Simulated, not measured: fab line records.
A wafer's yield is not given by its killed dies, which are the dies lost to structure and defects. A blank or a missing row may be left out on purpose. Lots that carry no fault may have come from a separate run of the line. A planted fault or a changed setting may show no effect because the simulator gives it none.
Matching of chambers ; flow sky130 ; cmp-02 running SKY_VIA3_CMP_02: 4 sister chambers
The step polishes SiO2. 4 wafers are shown with their chamber, then 12 later ones without.

## EACH WAFER AND ITS CHAMBER
wafer;chamber;motor_current_A (A)
L086.6;2;11.7
L087.1;3;12.1
L087.5;1;13.9
L087.6;0;11.3

## WAFERS MISSING THEIR CHAMBER
wafer;motor_current_A (A)
L088.2;11.9
L088.3;13.8
L088.5;11.7
L089.1;13.1
L089.4;11.8
L089.5;12.7
L094.1;11.9
L094.5;13.7
L094.6;11.2
L095.3;13.2
L095.5;11.5
L095.6;13.7

## CHAMBER TAKEN BY EACH
wafer;from the rows above;in truth
L088.2;can't be placed: 3 or 2 or 0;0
L088.3;1;1
L088.5;can't be placed: 2 or 0 or 3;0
L089.1;can't be placed: 1 or 3 or 2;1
L089.4;can't be placed: 2 or 3 or 0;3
L089.5;can't be placed: 3 or 2 or 1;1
L094.1;can't be placed: 3 or 2 or 0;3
L094.5;1;1
L094.6;can't be placed: 0 or 2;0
L095.3;can't be placed: 1 or 3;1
L095.5;can't be placed: 0 or 2 or 3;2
L095.6;1;1
Placed correctly: 3 of 12. Not placeable from these rows: 9 (in 9, the candidates include the true chamber). Wrongly placed: 0.
How it was worked out, from the rows above alone: a wafer's distance from a chamber is the root of the sum, over the readings, of the square of ((its reading less the chamber's mean) divided by the reading's scatter). The wafer belongs to the nearest chamber; if the next one is less than 2 further off, it can't be placed. A chamber's mean is the mean of its shown wafers. The scatter: root of mean squared gap, hidden wafer to nearest shown wafer, with one shown wafer a chamber.
